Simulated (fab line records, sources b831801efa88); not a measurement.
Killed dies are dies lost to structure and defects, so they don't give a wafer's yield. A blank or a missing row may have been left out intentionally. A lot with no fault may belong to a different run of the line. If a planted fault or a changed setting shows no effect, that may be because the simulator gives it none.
A single fault, viewed from 2 desks -- flow sky130 -- what lay behind the numbers comes last; until then each desk has only its own

DESK OF THE TOOL OWNER: pecvd-02
The tool's own readings at SKY_PASSIVATION_CVD_00 (deposits SiO2, target thk 90 nm): means of the sampled wafers that have a number, for each lot that ran on this tool. The brackets show how far a lot's mean lies from the usual mean; more than 4 standard deviations puts the lot out of limits, marked OUT.
Columns: A = heater power w at SKY_PASSIVATION_CVD_00, usual 681 W
lot,first seen here,A
L441,day 43 18:29,708
L443,day 44 02:59,668
L445,day 45 00:08,637
L451,day 46 11:56,740
L452,day 46 21:50,751
Result from this desk: across the 5 lots, nothing is out of limits.

AT THE METROLOGY DESK
What the gauges read for every lot (on any tool): the sampled wafers with a number, averaged. The brackets show how far a lot's mean lies from the usual mean; more than 4 standard deviations puts the lot out of limits, marked OUT.
Columns: A = VIA4_W_THK at SKY_VIA4_THK_MEAS_20, usual 511 nm; B = PASSIVATION_CVD_00_THK at SKY_PASSIVATION_THK_MEAS_01, usual 90.4 nm
lot,first seen here,A,B
L441,day 42 18:13,507,90.6
L443,day 43 02:45,506,89.4
L445,day 44 00:10,512,90.3
L448,day 44 22:39,515,90.2
L451,day 45 14:40,514,80.6 (-8.1) OUT
L452,day 46 00:31,513,69.3 (-18) OUT
L453,day 46 06:32,504,90.1
L456,day 46 19:25,509,89.8
L458,day 47 09:49,516,91.1
L459,day 47 13:25,507,90.1
L463,day 48 08:11,508,90.9
L464,day 48 13:31,508,89.8
This desk finds L451, L452 out of limits, with the earliest case on L451 at day 46 11:58 (PASSIVATION_CVD_00_THK at SKY_PASSIVATION_THK_MEAS_01). Within limits: L441, L443, L445, L448, L453, L456, L458, L459, L463, L464.

BROUGHT TOGETHER
An alarm was possible from the metrology desk at day 46 11:58, on L451, L452.
The desk of the tool owner found nothing out of limits.
Tool owner's desk: L451, L452 on record, inside its limits.
Of the lots named, all ran SKY_PASSIVATION_CVD_00 on pecvd-02.

WHAT HAD BEEN PUT IN BY THE SIMULATOR
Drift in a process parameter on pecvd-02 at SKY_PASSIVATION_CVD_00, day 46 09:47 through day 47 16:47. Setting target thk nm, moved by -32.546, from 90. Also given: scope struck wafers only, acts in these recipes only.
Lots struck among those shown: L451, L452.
Delay in hours, fault start to first out-of-limits reading, per desk: metrology desk 2.
